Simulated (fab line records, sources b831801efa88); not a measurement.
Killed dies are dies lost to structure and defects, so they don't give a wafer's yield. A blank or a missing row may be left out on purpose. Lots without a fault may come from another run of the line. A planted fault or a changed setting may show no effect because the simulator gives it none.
Chamber matching | flow gf180mcu | GF_STI_ETCH_14 on rie_si-01: 4 sister chambers
The step etches Si in HBr/Cl2/O2, target depth 360 nm, time 102.9 s. 14 wafers are shown with their chamber, then 7 later ones without.

WAFERS WITH THEIR CHAMBER
wafer  | chamber | oes_product_au (a.u.) | O2_flow_sccm (sccm) | throttle_valve_pct (%)
L769.3 | 3       | 0.983                 | 5.969               | 25.656
L769.4 | 0       | 0.992                 | 5.998               | 25.665
L769.6 | 0       | 0.995                 | 5.996               | 25.661
L770.1 | 0       | 0.990                 | 5.982               | 25.651
L770.3 | 1       | 0.987                 | 6.058               | 25.662
L770.6 | 2       | 1.000                 | 5.989               | 25.665
L780.1 | 3       | 0.979                 | 6.020               | 25.670
L780.4 | 0       | 0.998                 | 5.980               | 25.658
L780.5 | 1       | 0.995                 | 6.008               | 25.640
L783.1 | 3       | 0.986                 | 5.964               | 25.651
L783.2 | 0       | 1.001                 | 6.028               | 25.676
L783.4 | 2       | 0.998                 | 6.009               | 25.659
L784.1 | 2       | 0.995                 | 6.014               | 25.642
L784.3 | 0       | 0.999                 | 6.052               | 25.675

SIGNATURES (means of the wafers above)
reading            | chamber 0 | chamber 1 | chamber 2 | chamber 3 | scatter within a chamber
oes_product_au     | 0.99583   | 0.99100   | 0.99767   | 0.98267   | 0.004
O2_flow_sccm       | 6.00600   | 6.03300   | 6.00400   | 5.98433   | 0.0275
throttle_valve_pct | 25.66433  | 25.65100  | 25.65533  | 25.65900  | 0.011
Rule: a wafer's distance from a chamber is the root of the sum, over the readings, of the square of ((its reading less the chamber's mean) divided by the reading's scatter). The wafer belongs to the nearest chamber; if the next one is less than 2 further off, it can't be placed. The scatter: the root of (the sum of the squares of (reading less its chamber's mean) over the shown wafers, divided by (wafers less chambers)).

WAFERS WITHOUT THEIR CHAMBER
wafer  | oes_product_au (a.u.) | O2_flow_sccm (sccm) | throttle_valve_pct (%)
L784.4 | 0.989                 | 5.989               | 25.653
L789.1 | 0.987                 | 5.990               | 25.664
L789.3 | 0.984                 | 5.995               | 25.672
L789.5 | 0.993                 | 6.018               | 25.645
L790.1 | 0.994                 | 5.999               | 25.648
L790.2 | 0.983                 | 5.988               | 25.664
L790.4 | 1.000                 | 5.995               | 25.655

WHICH CHAMBER EACH WENT THROUGH
wafer  | from the rows above               | in truth
L784.4 | can't be placed: 3 or 1 or 0 or 2 | 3
L789.1 | can't be placed: 3 or 1 or 0 or 2 | 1
L789.3 | can't be placed: 3 or 1 or 0      | 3
L789.5 | can't be placed: 1 or 2 or 0      | 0
L790.1 | can't be placed: 2 or 1 or 0 or 3 | 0
L790.2 | 3                                 | 3
L790.4 | can't be placed: 2 or 0 or 1      | 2
Placed correctly: 1 of 7. Can't be placed from these rows: 6 (the true chamber is among the candidates in 6). Placed wrongly: 0.
